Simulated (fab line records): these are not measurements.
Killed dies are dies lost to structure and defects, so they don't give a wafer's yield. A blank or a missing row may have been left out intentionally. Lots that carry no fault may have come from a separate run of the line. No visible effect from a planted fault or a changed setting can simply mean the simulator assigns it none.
fab line records ; flow sky130
[record] lots = 7; wafers = 19; lastDay = 50
route steps=708 shown VIA3@576 PAD_OPEN@708
lots that met no fault: taken from a fault-free run of the same line
startH: hours from the record's first day to the start of the lot's first wafer shown ; waitH: hours from the lot's prior step to this one ; " identical to the entry in the row above ; L1.1+2: one row covering several wafers at once ; - no value, or no start was given ; * or withheld: withheld ; < > ~ a bound
route shown NAME@n: NAME is a module with steps in the file, n the number in the route of the first one ; usual: the fault-free wafers' mean and standard deviation ; same: alike in all rows ; chamber/n: place in a boat ; sites: the reading at each site ; _std_site: their standard deviation ; _edge_site: mean of outer sites minus mean of inner sites ; radiusMm: how far each site lies from the wafer's centre ; mask NAME#n: copy n ; behind: the tool/chamber that last shaped the wafer ; hold: what put the lot on hold/how long, in hours/how the hold closed ; device: which transistor (n, p or np) failed to switch ; end of line: the route-end tests of the same wafers ; step lacking rows: just its recipe ; killed: at the first sort, the dies lost to defects and structure; wafer yield is something else ; map: a wafer's dies, marking killed ones x, the rest . and places with no die _
set.NAME: the setting that was run; set.NAME@STEP: the one run at that earlier step ; model.NAME: the simulator's own value behind a step, which no gauge read
a table for each step, a row for each wafer; lots at some steps of the route
services: when a tool's chamber went out of use (startH, in hours from the record's first day, below 0 if earlier), for how many hours, and the reason
[[steps]]
[step SKY_VIA3_BOW_MEAS_03]
[recipe] mode = bow
[usual] VIA3_BOW = 79/7.1
lot.wafer;tool;chamber;startH;waitH;VIA3_BOW[um]
L208.1;filmMetro-04;-;910.47;0.1;73
L208.2;filmMetro-04;-;910.47;0.1;83
L208.3;filmMetro-04;-;910.47;0.1;67
L215.1;filmMetro-04;-;971.09;0.2;85
L215.3;filmMetro-04;-;971.09;0.2;76
L215.5;filmMetro-04;-;971.09;0.2;78
L221.1;filmMetro-01;-;1013.42;0.1;73
L221.4;filmMetro-01;-;1013.42;0.1;74
L221.6;filmMetro-01;-;1013.42;0.1;70
L223.1;filmMetro-02;-;1023.91;0.1;83
L223.2;filmMetro-02;-;1023.91;0.1;83
L224.1;filmMetro-01;-;1033.25;0.2;69
L224.3;filmMetro-01;-;1033.25;0.2;81
L228.1;filmMetro-04;-;1052.29;0.1;81
L228.3;filmMetro-04;-;1052.29;0.1;86
L228.5;filmMetro-04;-;1052.29;0.1;88
L229.2;filmMetro-02;-;1054.90;0.3;69
L229.4;filmMetro-02;-;1054.90;0.3;74
L229.5;filmMetro-02;-;1054.90;0.3;84
[step SKY_VIA3_DEHYDRATE_04]
[recipe] tempC = 200; timeS = 60
[step SKY_VIA3_HMDS_05]
[recipe] primeTimeS = 60; primeTempC = 120
[step SKY_VIA3_COAT_06]
[recipe] resist = BARC; tempC = withheld; timeS = withheld; spinRpm = 3000; resistThkNm = 60
[step SKY_VIA3_COAT_07]
[recipe] resist = KrF-thick; spinRpm = 3000; resistThkNm = 450
[step SKY_VIA3_SOFTBAKE_08]
[recipe] tempC = 100; timeS = 90; resist = KrF-thick
[step SKY_VIA3_EXPOSE_09]
[recipe] maskId = VIM3; na = 0.8; sourceShape = annular; sigmaInner = 0.55; sigmaOuter = 0.85; targetCdNm = 200; doseMj = 38
[step SKY_VIA3_PEB_10]
[recipe] pebTempC = withheld; pebTimeS = withheld; resist = KrF-thick
[step SKY_VIA3_DEVELOP_11]
[recipe] developTimeS = 60; resist = KrF-thick; devTempC = 21
[step SKY_VIA3_CD_MEAS_12]
[recipe] targetCdNm = 200
[usual] cdNm = 199.9/1.5
lot.wafer;tool;chamber;startH;waitH;cdNm
L208.1;cdSem-01;-;934.77;-;199.4
L208.2;cdSem-01;-;934.77;-;199.9
L208.3;cdSem-01;-;934.77;-;201.3
L215.1;cdSem-01;-;994.91;-;201.0
L215.3;cdSem-01;-;994.91;-;200.8
L215.5;cdSem-01;-;994.91;-;200.5
L221.1;cdSem-02;-;1035.82;-;200.7
L221.4;cdSem-02;-;1035.82;-;201.5
L221.6;cdSem-02;-;1035.82;-;201.7
L223.1;cdSem-02;-;1045.66;-;199.4
L223.2;cdSem-02;-;1045.66;-;199.9
L224.1;cdSem-01;-;1055.94;-;202.0
L224.3;cdSem-01;-;1055.94;-;201.5
L228.1;cdSem-02;-;1073.44;-;202.1
L228.3;cdSem-02;-;1073.44;-;203.4
L228.5;cdSem-02;-;1073.44;-;202.3
L229.2;cdSem-02;-;1075.69;-;200.4
L229.4;cdSem-02;-;1075.69;-;200.1
L229.5;cdSem-02;-;1075.69;-;200.3
[step SKY_VIA3_OVL_MEAS_13]
[usual] VIA3_OVL = 0/5
lot.wafer;tool;chamber;startH;waitH;VIA3_OVL[nm]
L208.1;overlay-02;-;934.89;0.1;-3
L208.2;overlay-02;-;934.89;0.1;-2
L208.3;overlay-02;-;934.89;0.1;-5
L215.1;overlay-01;-;995.03;0.1;-5
L215.3;overlay-01;-;995.03;0.1;-2
L215.5;overlay-01;-;995.03;0.1;4
L221.1;overlay-01;-;1035.94;0.1;-8
L221.4;overlay-01;-;1035.94;0.1;-1
L221.6;overlay-01;-;1035.94;0.1;-5
L223.1;overlay-01;-;1045.78;0.1;-8
L223.2;overlay-01;-;1045.78;0.1;-4
L224.1;overlay-02;-;1056.06;0.1;8
L224.3;overlay-02;-;1056.06;0.1;0
L228.1;overlay-02;-;1073.56;0.1;8
L228.3;overlay-02;-;1073.56;0.1;6
L228.5;overlay-02;-;1073.56;0.1;-1
L229.2;overlay-02;-;1075.80;0.1;-3
L229.4;overlay-02;-;1075.80;0.1;-1
L229.5;overlay-02;-;1075.80;0.1;0
[step SKY_VIA3_ETCH_14]
[recipe] chemistry = N2/H2; target = BARC; ionEnergyEv = 200; sourceW = 500; biasW = 100; pressureMtorr = 30; n2FlowSccm = 100; h2FlowSccm = 200; stopOn = SiO2; timeS = 45.9; targetDepthA = 600
[usual] drypumpMotorCurrentA = 5.8/0.41; h2FlowSccm = 200.0/0.6; oesProductAu = 0.853/0.0053; throttleValvePct = 13.225/0.0091
lot.wafer;tool;chamber;startH;waitH;drypumpMotorCurrentA;h2FlowSccm;oesProductAu;rfHoursCounterH;throttleValvePct
L208.1;rieDiel-01;3;934.93;0.0;6.3;200.2;0.848;13;13.226
L208.2;rieDiel-01;0;934.93;0.0;6.3;201.0;0.853;14;13.232
L208.3;rieDiel-01;2;934.93;0.0;5.4;199.8;0.846;6;13.229
L215.1;rieDiel-04;3;995.06;0.0;6.0;199.2;0.851;28;13.220
L215.3;rieDiel-04;1;995.06;0.0;5.9;200.2;0.854;16;13.225
L215.5;rieDiel-04;2;995.06;0.0;5.9;199.7;0.859;-;13.244
L221.1;rieDiel-01;0;1035.98;0.0;6.3;200.4;0.859;18;13.213
L221.4;rieDiel-01;3;1035.98;0.0;6.2;198.2;0.858;16;13.227
L221.6;rieDiel-01;0;1035.98;0.0;6.2;201.5;0.855;-;13.228
L223.1;rieDiel-01;3;1045.81;0.0;6.2;199.3;0.862;16;13.236
L223.2;rieDiel-01;1;1045.81;0.0;5.2;200.1;0.858;3;13.241
L224.1;rieDiel-01;2;1056.10;0.0;5.4;200.6;0.854;10;13.230
L224.3;rieDiel-01;0;1056.10;0.0;6.3;200.1;0.853;18;13.213
L228.1;rieDiel-04;3;1073.60;0.0;6.0;199.3;0.855;31;13.236
L228.3;rieDiel-04;1;1073.60;0.0;5.9;200.0;0.855;19;13.240
L228.5;rieDiel-04;3;1073.60;0.0;6.0;199.8;0.844;-;13.226
L229.2;rieDiel-04;0;1075.83;0.0;5.8;200.9;0.862;20;13.215
L229.4;rieDiel-04;3;1075.83;0.0;6.0;200.0;0.852;31;13.214
L229.5;rieDiel-04;1;1075.83;0.0;5.9;201.1;0.840;-;13.231
[step SKY_VIA3_ETCH_15]
[recipe] target = SiO2; chemistry = C4F8/O2/Ar; targetDepthNm = 507; stopOn = TiN; maskMaterial = KrF-thick; sourceW = 1500; biasW = 1200; pressureMtorr = 40; c4f8FlowSccm = withheld; O2_flow_sccm = 6; Ar_flow_sccm = 300; timeS = 78
[usual] oesProductAu = 0.946/0.0048
lot.wafer;tool;chamber;startH;waitH;oesProductAu;model.KrF-thick_of_VIA3_COAT_07.thkNm;model.TiN_of_METAL3_SPUTTER_04.thkNm;model.VIA3.featureDepthNm
L208.1;rieDiel-01;3;934.97;0.0;0.955;290.3;69.72;464.9
L208.2;rieDiel-01;0;934.97;0.0;0.940;290.4;70.12;464.5
L208.3;rieDiel-01;2;934.97;0.0;0.943;292.1;70.37;463.9
L215.1;rieDiel-04;3;995.11;0.0;0.944;294.5;70.21;463.8
L215.3;rieDiel-04;1;995.11;0.0;0.937;293.5;69.99;464.2
L215.5;rieDiel-04;2;995.11;0.0;0.941;291.4;70.21;463.6
L221.1;rieDiel-01;0;1036.02;0.0;0.946;240.8;62.08;472.1
L221.4;rieDiel-01;3;1036.02;0.0;0.940;295.2;71.57;463.9
L221.6;rieDiel-01;0;1036.02;0.0;0.951;293.5;70.85;462.6
L223.1;rieDiel-01;3;1045.86;0.0;0.953;241.9;61.81;473
L223.2;rieDiel-01;1;1045.86;0.0;0.938;286.7;70.44;465
L224.1;rieDiel-01;2;1056.14;0.0;0.948;243.3;61.6;473.1
L224.3;rieDiel-01;0;1056.14;0.0;0.952;243.6;61.5;472.1
L228.1;rieDiel-04;3;1073.64;0.0;0.949;292.8;70.36;462.7
L228.3;rieDiel-04;1;1073.64;0.0;0.943;292.4;70.26;464.1
L228.5;rieDiel-04;3;1073.64;0.0;0.950;293;69.79;464.6
L229.2;rieDiel-04;0;1075.87;0.0;0.947;291.6;69.8;465
L229.4;rieDiel-04;3;1075.87;0.0;0.949;292.1;70.45;465.8
L229.5;rieDiel-04;1;1075.87;0.0;0.947;290.2;69.64;465.8
[step SKY_VIA3_STRIP_16]
[recipe] chemistry = O2/N2; powerW = 1400; pressureMtorr = 1500; platenTempC = withheld; o2FlowSccm = 3000; n2FlowSccm = 300; overashFraction = 0.5
[usual] drypumpMotorCurrentA = 5.6/0.4; oesProductAu = 0.401/0.0045; stripTimeToEndpointS = 4.131/0.023
lot.wafer;tool;chamber;startH;waitH;drypumpMotorCurrentA;oesProductAu;rfHoursCounterH;stripTimeToEndpointS
L208.1;plasmaAsher-02;0;935.03;0.0;5.9;0.399;50;4.119
L208.2;plasmaAsher-02;1;935.03;0.0;5.1;0.395;50;4.111
L208.3;plasmaAsher-02;0;935.03;0.0;5.8;0.406;-;4.152
L215.1;plasmaAsher-01;1;995.17;0.0;5.5;0.404;117;4.161
L215.3;plasmaAsher-01;0;995.17;0.0;5.3;0.402;-;4.145
L215.5;plasmaAsher-01;1;995.17;0.0;5.5;0.403;-;4.142
L221.1;plasmaAsher-02;0;1036.08;0.0;5.9;0.376;61;3.590
L221.4;plasmaAsher-02;1;1036.08;0.0;5.1;0.396;-;4.169
L221.6;plasmaAsher-02;1;1036.08;0.0;5.1;0.401;-;4.149
L223.1;plasmaAsher-02;0;1045.92;0.0;5.8;0.370;62;3.601
L223.2;plasmaAsher-02;1;1045.92;0.0;5.1;0.398;62;4.081
L224.1;plasmaAsher-02;0;1056.20;0.0;5.9;0.381;63;3.607
L224.3;plasmaAsher-02;1;1056.20;0.0;5.1;0.390;-;3.609
L228.1;plasmaAsher-02;1;1073.70;0.0;5.1;0.397;65;4.146
L228.3;plasmaAsher-02;0;1073.70;0.0;5.9;0.394;-;4.136
L228.5;plasmaAsher-02;0;1073.70;0.0;5.9;0.408;-;4.160
L229.2;plasmaAsher-02;1;1075.93;0.0;5.1;0.406;65;4.132
L229.4;plasmaAsher-02;0;1075.93;0.0;5.9;0.409;-;4.136
L229.5;plasmaAsher-02;1;1075.93;0.0;5.1;0.403;-;4.111
[step SKY_VIA3_STRIP_17]
[recipe] chemistry = postEtchResidueRemover; timeS = 1200; tempC = 72.5
[step SKY_PAD_OPEN_PROBE_99]
[usual] defectLimitedYield = 82.0/1.9; killed_at_M0_to_M3 = 45/6.9; killed_at_M4_up = 3.0/1.7; killedAtContacts = 25/5.6; killedAtFrontEnd = 15/4.2; killedAtOther = 0.3/0.55; killedDies = 89/9.6; killedOpen = 49/7.2; killedShort = 39/6.5; sort_bin_3_pad_short = 0.9/0.44; sort_bin_5_function = 10.7/1.4; sort_bin_6_memory = 6.4/1.3; sortNPass = 403/9.6; sortYieldPct = 82.0/1.9
[same] grossDies = 492; killedAtBackSide = 0; sort_bin_4_leakage[%] = 0; sort_bin_8_speed[%] = 0
lot.wafer;tool;chamber;startH;waitH;defectLimitedYield[%];killed_at_M0_to_M3;killed_at_M4_up;killedAtContacts;killedAtFrontEnd;killedAtOther;killedDies;killedOpen;killedShort;sort_bin_3_pad_short[%];sort_bin_5_function[%];sort_bin_6_memory[%];sortNPass;sortYieldPct[%]
L208.1;prober-02;-;1080.99;0.1;78.9;47;1;31;25;0;104;56;48;0.6;15.0;5.5;388;78.9
L208.2;prober-02;-;1081.04;0.1;81.5;58;2;19;12;0;91;50;41;0.6;8.9;8.9;401;81.5
L208.3;prober-02;-;1081.09;0.2;78.3;60;3;30;14;0;107;60;47;0.4;13.4;7.9;385;78.3
L215.1;prober-02;-;1131.65;0.1;80.5;46;2;34;14;0;96;63;33;1.0;10.2;8.3;396;80.5
L215.3;prober-02;-;1131.75;0.2;79.5;44;4;38;14;1;101;54;47;1.0;12.6;6.9;391;79.5
L215.5;prober-02;-;1131.85;0.2;83.7;34;1;23;21;1;80;48;32;1.0;10.2;5.1;412;83.7
L221.1;prober-02;-;1164.16;0.1;82.1;36;7;25;20;0;88;44;44;1.6;11.2;5.1;404;82.1
L221.4;prober-02;-;1164.31;0.2;80.1;57;4;25;12;0;98;63;35;0.4;12.4;7.1;394;80.1
L221.6;prober-02;-;1164.41;0.2;82.7;33;4;29;18;1;85;46;39;0.8;10.4;6.1;407;82.7
L224.1;prober-01;-;1178.48;0.1;76.2;50;2;43;21;1;117;67;49;1.2;12.4;10.2;375;76.2
L224.3;prober-01;-;1178.58;0.2;81.9;52;1;20;16;0;89;47;42;0.8;10.8;6.5;403;81.9
L229.2;prober-02;-;1195.39;0.1;80.1;50;6;28;14;0;98;55;42;0.6;12.2;7.1;394;80.1
L229.4;prober-02;-;1195.49;0.2;83.7;49;1;24;6;0;80;53;27;0.8;10.4;5.1;412;83.7
L229.5;prober-02;-;1195.54;0.2;79.5;43;2;39;17;0;101;67;34;0.6;13.4;6.5;391;79.5
// killed by level:class
L208.1 VIA1:geometricParticle:open=15 FIELD_ISO:geometricParticle:short=13 VIA2:geometricParticle:open=9 CONTACT:geometricParticle:short=8 CONTACT:geometricParticle:open=8 FIELD_ISO:geometricParticle:open=7 LI_CONTACT:geometricParticle:open=7 VIA3:geometricParticle:open=5
L208.2 VIA1:geometricParticle:open=11 METAL1:geometricParticle:short=10 CONTACT:geometricParticle:open=9 VIA3:geometricParticle:open=9 VIA2:geometricParticle:open=8 METAL1:geometricParticle:open=5 VIA1:geometricParticle:short=5 POLY_GATE:geometricParticle:short=4
L208.3 CONTACT:geometricParticle:open=12 VIA3:geometricParticle:open=12 METAL2:geometricParticle:short=11 VIA2:geometricParticle:open=9 VIA1:geometricParticle:open=9 FIELD_ISO:geometricParticle:open=6 LI_CONTACT:geometricParticle:open=6 FIELD_ISO:geometricParticle:short=5
L215.1 CONTACT:geometricParticle:open=10 VIA1:geometricParticle:open=10 VIA2:geometricParticle:open=9 LI_CONTACT:geometricParticle:open=9 VIA3:geometricParticle:open=9 LOCAL_INTERCONNECT:geometricParticle:short=6 VIA1:geometricParticle:short=5 LI_CONTACT:geometricParticle:short=5
L215.3 CONTACT:geometricParticle:open=12 LI_CONTACT:geometricParticle:open=10 LOCAL_INTERCONNECT:geometricParticle:short=10 VIA1:geometricParticle:open=8 VIA2:geometricParticle:open=7 VIA3:geometricParticle:open=7 VIA1:geometricParticle:short=6 POLY_GATE:geometricParticle:short=5
L215.5 VIA1:geometricParticle:open=14 CONTACT:geometricParticle:short=7 LI_CONTACT:geometricParticle:open=7 FIELD_ISO:geometricParticle:open=6 CONTACT:geometricParticle:open=6 FIELD_ISO:geometricParticle:short=5 METAL2:geometricParticle:short=5 POLY_GATE:geometricParticle:open=4
L221.1 CONTACT:geometricParticle:open=8 VIA2:geometricParticle:open=8 FIELD_ISO:geometricParticle:short=6 LI_CONTACT:geometricParticle:open=6 CONTACT:geometricParticle:short=5 VIA2:geometricParticle:short=5 POLY_GATE:geometricParticle:open=4 VIA1:geometricParticle:short=4
L221.4 VIA1:geometricParticle:open=18 VIA3:geometricParticle:open=12 CONTACT:geometricParticle:open=10 VIA2:geometricParticle:open=6 FIELD_ISO:geometricParticle:open=5 CONTACT:geometricParticle:short=5 METAL1:geometricParticle:short=5 LOCAL_INTERCONNECT:geometricParticle:short=4
L221.6 CONTACT:geometricParticle:open=11 LI_CONTACT:geometricParticle:open=7 FIELD_ISO:geometricParticle:short=5 VIA1:geometricParticle:short=5 METAL3:geometricParticle:short=5 VIA3:geometricParticle:open=5 POLY_GATE:geometricParticle:short=4 POLY_GATE:geometricParticle:open=4
L224.1 VIA1:geometricParticle:open=16 CONTACT:geometricParticle:open=14 LI_CONTACT:geometricParticle:open=10 CONTACT:geometricParticle:short=8 FIELD_ISO:geometricParticle:short=7 FIELD_ISO:geometricParticle:open=6 LOCAL_INTERCONNECT:geometricParticle:short=6 METAL2:geometricParticle:short=6
L224.3 VIA2:geometricParticle:open=10 METAL2:geometricParticle:short=8 VIA3:geometricParticle:open=8 POLY_GATE:geometricParticle:short=6 LI_CONTACT:geometricParticle:open=6 CONTACT:geometricParticle:open=6 VIA1:geometricParticle:open=6 METAL1:geometricParticle:short=5
L229.2 VIA1:geometricParticle:open=13 CONTACT:geometricParticle:open=8 VIA3:geometricParticle:open=8 POLY_GATE:geometricParticle:open=7 LI_CONTACT:geometricParticle:short=7 LI_CONTACT:geometricParticle:open=6 VIA1:geometricParticle:short=6 METAL2:geometricParticle:short=6
L229.4 CONTACT:geometricParticle:open=11 VIA1:geometricParticle:open=11 VIA3:geometricParticle:open=8 VIA2:geometricParticle:open=7 LI_CONTACT:geometricParticle:open=6 VIA1:geometricParticle:short=5 METAL1:geometricParticle:short=4 METAL3:geometricParticle:short=4
L229.5 CONTACT:geometricParticle:open=18 VIA1:geometricParticle:open=12 VIA2:geometricParticle:open=9 LI_CONTACT:geometricParticle:open=8 CONTACT:geometricParticle:short=7 FIELD_ISO:geometricParticle:open=5 VIA3:geometricParticle:open=5 POLY_GATE:geometricParticle:short=4
[[services]]
tool;chamber;startH;hours;kind
rieDiel-04;0;913.14;2.5;repair
rieDiel-01;1;920.81;-;clean
rieDiel-01;1;920.81;22.5;scheduledDown
rieDiel-01;1;920.81;22.5;ventCycle
rieDiel-04;2;971.29;7.3;repair
plasmaAsher-01;-;1055.25;9.0;pm
plasmaAsher-01;0;1055.25;9.0;ventCycle
plasmaAsher-01;1;1055.25;9.0;ventCycle
plasmaAsher-01;0;1064.25;-;clean
plasmaAsher-01;1;1064.25;-;clean
[[key]]
[firstSign] step = SKY_VIA3_STRIP_16; reading = stripTimeToEndpointS; direction = down; sigmas = 23; usual = *; struck = *
[effect] step = SKY_VIA3_STRIP_16; reading = oesProductAu; direction = down; sigmas = 5; usual = 0.401; struck = 0.379
[modelEffect] step = SKY_VIA3_ETCH_15; value = KrF-thick_of_VIA3_COAT_07.thkNm; without = 292.6; struck = 242.4
metAt SKY_VIA3_ETCH_15
struckWafers L221.1,L223.1,L224.1,L224.3
onsetBetween 934.97 1036.02
[fault] kind = processParameterDrift; tool = rieDiel-01; chamber = -; onsetH = 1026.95; steps = SKY_VIA3_ETCH_15; channel = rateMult; offset = 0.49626; shape = step; endH = 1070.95; scope = struckWafersOnly
